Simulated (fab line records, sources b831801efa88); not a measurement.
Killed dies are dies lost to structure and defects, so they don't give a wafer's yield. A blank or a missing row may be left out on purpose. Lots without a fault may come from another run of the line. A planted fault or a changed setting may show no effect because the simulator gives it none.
Chamber matching | flow gf180mcu | GF_V1_ETCH_16 on rie_diel-01: 4 sister chambers
The step etches BARC in N2/H2. 4 wafers are shown with their chamber, then 11 later ones without.

WAFERS WITH THEIR CHAMBER
wafer  | chamber | drypump_motor_current_A (A)
L081.6 | 1       | 6.1
L083.2 | 3       | 5.3
L084.2 | 0       | 5.5
L085.1 | 2       | 5.8

WAFERS WITHOUT THEIR CHAMBER
wafer  | drypump_motor_current_A (A)
L085.3 | 6.1
L085.6 | 6.1
L088.1 | 6.0
L088.3 | 5.8
L088.6 | 5.5
L096.2 | 5.5
L096.3 | 5.8
L096.6 | 6.1
L097.2 | 6.1
L097.3 | 5.3
L097.6 | 5.3

WHICH CHAMBER EACH WENT THROUGH
wafer  | from the rows above | in truth
L085.3 | 1                   | 1
L085.6 | 1                   | 1
L088.1 | 1                   | 1
L088.3 | 2                   | 2
L088.6 | 0                   | 0
L096.2 | 0                   | 0
L096.3 | 2                   | 2
L096.6 | 1                   | 1
L097.2 | 1                   | 1
L097.3 | 3                   | 3
L097.6 | 3                   | 3
Placed correctly: 11 of 11. Can't be placed from these rows: 0. Placed wrongly: 0.
How it was worked out, from the rows above alone: a wafer's distance from a chamber is the root of the sum, over the readings, of the square of ((its reading less the chamber's mean) divided by the reading's scatter). The wafer belongs to the nearest chamber; if the next one is less than 2 further off, it can't be placed. A chamber's mean is the mean of its shown wafers. The scatter: with one shown wafer a chamber, the root of the mean of the squares of how far each hidden wafer lies from its nearest shown one.
